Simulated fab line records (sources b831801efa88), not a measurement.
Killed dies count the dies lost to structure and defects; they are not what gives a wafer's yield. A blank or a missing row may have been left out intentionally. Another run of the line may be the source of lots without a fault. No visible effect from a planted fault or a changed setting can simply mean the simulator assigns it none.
The tool behind it: which one? -- flow gf180mcu -- at 1 step of a route of 602, 13 lots with 39 wafers sampled

## WHAT EACH GAUGE READ, for each wafer
GF_V4_CD_MEAS_14: the cd target is 260 nm. Usual: cd-nm reads 260.0 nm (standard deviation 1.3).
lot,measured,on,cd-nm (nm),flag
L421,day 24 03:01,cd-sem-02,258.4 258.6 258.3,
L423,day 24 17:15,cd-sem-01,259.3 259.6 259.8,
L424,day 25 11:26,cd-sem-02,261.5 261.2 262.0,
L425,day 25 16:05,cd-sem-01,258.7 259.3 258.2,
L426,day 26 16:54,cd-sem-01,259.2 259.7 259.0,
L427,day 26 17:07,cd-sem-01,258.7 258.9 259.2,
L429,day 27 02:08,cd-sem-02,260.3 260.2 260.0,
L430,day 27 16:22,cd-sem-01,258.8 259.2 258.6,
L431,day 27 16:41,cd-sem-01,262.3 262.1 261.3,
L433,day 28 08:37,cd-sem-01,259.4 259.3 260.3,
L436,day 29 14:59,cd-sem-01,259.1 259.5 257.9,
L438,day 30 03:07,cd-sem-01,260.2 258.8 260.2,
L437,day 30 04:19,cd-sem-02,259.8 261.5 259.1,

## WHAT TOOL EACH LOT RAN ON (gives the tool, then ch and the chambers of the sampled wafers, and finally the start)
No process step before these readings appears in the record.

## AS READ BY THE TOOLS THEMSELVES (means over the sampled wafers that have a number; for cases with no such wafer, the mark the record gives instead)
The record holds no such reading with a usual standard deviation.

## THE ANSWER, worked out from the rows above alone
Rule: a lot is off if the mean of its wafers that have a number lies more than 3 standard deviations from the usual mean. Also off: a lot with no number at a reading for which 4 or more lots have one. The other lots that the step has rows for count as sound. Order of review: gauges by route order, followed by the tools' own readings, for which a lot's mean as printed above is used. At the first step where some lot is off, the reading lying furthest off is the one used; lots without a number count as furthest.
Nothing can be told from this: no lot is off at any reading shown.

## WHAT THE SIMULATOR HAD INSERTED
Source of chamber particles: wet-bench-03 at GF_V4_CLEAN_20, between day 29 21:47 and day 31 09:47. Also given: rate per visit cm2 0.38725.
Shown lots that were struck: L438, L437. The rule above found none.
